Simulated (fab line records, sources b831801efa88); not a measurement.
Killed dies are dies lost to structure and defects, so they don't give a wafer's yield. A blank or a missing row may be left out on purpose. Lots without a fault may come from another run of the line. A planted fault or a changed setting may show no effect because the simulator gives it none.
One fault seen from 2 desks | flow sky130 | each desk has only its own numbers; what lay behind them comes last

THE TOOL OWNER'S DESK: hdpcvd-02
The tool's own readings at SKY_VIA1_HDPCVD_00 (deposits SiO2, target thk 1030 nm, time 171.7 s): means of the sampled wafers that have a number, for each lot that ran on this tool. A lot is out of limits, marked OUT, if its mean lies more than 4 standard deviations from the usual mean; the brackets give that distance.
Columns: A = run_length_s at SKY_VIA1_HDPCVD_00, usual 199.5 s; B = sih4_flow_sccm at SKY_VIA1_HDPCVD_00, usual 59.99 sccm
lot  | first seen here | A               | B
L432 | day 35 06:22    | 199.9           | 60.06
L431 | day 35 17:58    | 200.4           | 60.01
L433 | day 36 02:55    | 200.2           | 60.09
L435 | day 36 16:14    | 199.6           | 59.95
L440 | day 37 20:40    | 199.7           | 60.16
L438 | day 37 21:28    | 158.6 (-59) OUT | 59.93
L442 | day 37 22:16    | 158.6 (-59) OUT | 59.96
This desk's finding: out of limits on L438, L442; first on L438, day 37 21:28 (run_length_s at SKY_VIA1_HDPCVD_00). In limits: L432, L431, L433, L435, L440.

THE METROLOGY DESK
What the gauges read, lot by lot, whatever tool the lot ran on: means of the sampled wafers that have a number. A lot is out of limits, marked OUT, if its mean lies more than 4 standard deviations from the usual mean; the brackets give that distance.
Columns: A = NWELL_01_OVL at SKY_NWELL_OVL_MEAS_23, usual -0.2 nm; B = VIA1_HDPCVD_THK at SKY_VIA1_THK_MEAS_01, usual 1026 nm
lot  | first seen here | A    | B
L430 | day 6 20:30     | 0.1  | 1008
L431 | day 7 09:33     | -0.3 | 1021
L432 | day 7 10:12     | 0.1  | 1032
L433 | day 7 21:39     | -0.3 | 1036
L435 | day 8 05:39     | 1.8  | 1019
L437 | day 8 10:01     | -0.9 | 1019
L438 | day 8 12:07     | -0.2 | 783 (-22) OUT
L440 | day 8 14:48     | -1.4 | 1030
L439 | day 8 15:41     | 0.6  | 1029
L442 | day 9 01:34     | -1.4 | 770 (-23) OUT
L448 | day 10 14:57    | -1.6 | 1017
This desk's finding: out of limits on L438, L442; first on L438, day 37 21:37 (VIA1_HDPCVD_THK at SKY_VIA1_THK_MEAS_01). In limits: L430, L431, L432, L433, L435, L437, L440, L439, L448.

PUT TOGETHER
The tool owner's desk could have raised an alarm at day 37 21:28, on L438, L442.
The metrology desk could have raised an alarm at day 37 21:37, on L438, L442.
Of the lots named, all ran SKY_VIA1_HDPCVD_00 on hdpcvd-02.

WHAT THE SIMULATOR HAD PUT IN
Process parameter drift: hdpcvd-02, from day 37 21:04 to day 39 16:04, at SKY_VIA1_HDPCVD_00. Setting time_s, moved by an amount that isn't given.
Lots struck among those shown: L438, L442.
Hours from the fault's start to each desk's first reading out of limits: the tool owner's desk, 0; the metrology desk, 1.
